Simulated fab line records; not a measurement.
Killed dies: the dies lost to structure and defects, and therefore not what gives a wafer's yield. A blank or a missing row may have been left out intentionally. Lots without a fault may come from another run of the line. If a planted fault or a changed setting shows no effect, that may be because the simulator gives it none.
Matching of chambers	flow gf180mcu	GF_CONTACT_CMP_27 on cmp-01: 4 sister chambers
The step polishes, stops on SiO2, t overpolish 15 s, target thk 0 nm. 8 wafers are shown with their chamber, then 7 later ones without.

== WAFERS PAIRED WITH THEIR CHAMBERS ==
wafer	chamber	motor_current_A (A)	head_pressure_psi (psi)
L395.2	0	10.1	3.504
L395.3	2	12.2	3.511
L401.3	2	11.5	3.506
L401.6	3	10.7	3.501
L403.5	0	10.6	3.503
L403.6	1	10.5	3.501
L413.2	3	10.6	3.501
L413.5	1	10.6	3.503

== WAFERS WITH NO CHAMBER GIVEN ==
wafer	motor_current_A (A)	head_pressure_psi (psi)
L413.6	11.7	3.503
L414.1	9.5	3.505
L414.3	11.6	3.497
L414.4	10.5	3.515
L415.4	10.5	3.500
L415.5	10.9	3.491
L415.6	10.5	3.495

== THE CHAMBER EACH PASSED THROUGH ==
wafer	from the rows above	in truth
L413.6	can't be placed: 2 or 3 or 1 or 0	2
L414.1	can't be placed: 0 or 1 or 3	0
L414.3	can't be placed: 3 or 1 or 0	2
L414.4	can't be placed: 2 or 0 or 1 or 3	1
L415.4	can't be placed: 3 or 1 or 0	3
L415.5	can't be placed: 3 or 1 or 0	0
L415.6	can't be placed: 3 or 1 or 0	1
Correctly placed: 0 of 7. Unplaceable from these rows: 7, with the true chamber sitting among the candidates in 6. 0 placed wrongly.
How it was worked out, from the rows above alone: a wafer's distance from a chamber is the root of the sum, over the readings, of the square of ((its reading less the chamber's mean) divided by the reading's scatter). If the next closest chamber is less than 2 further off than the closest, the wafer can't be placed; otherwise it belongs to the closest. A chamber's mean is the mean of its shown wafers. How the scatter is found: for the shown wafers, subtract from each reading the mean of its chamber, square and add these, divide the total by (wafers less chambers), then take the root.
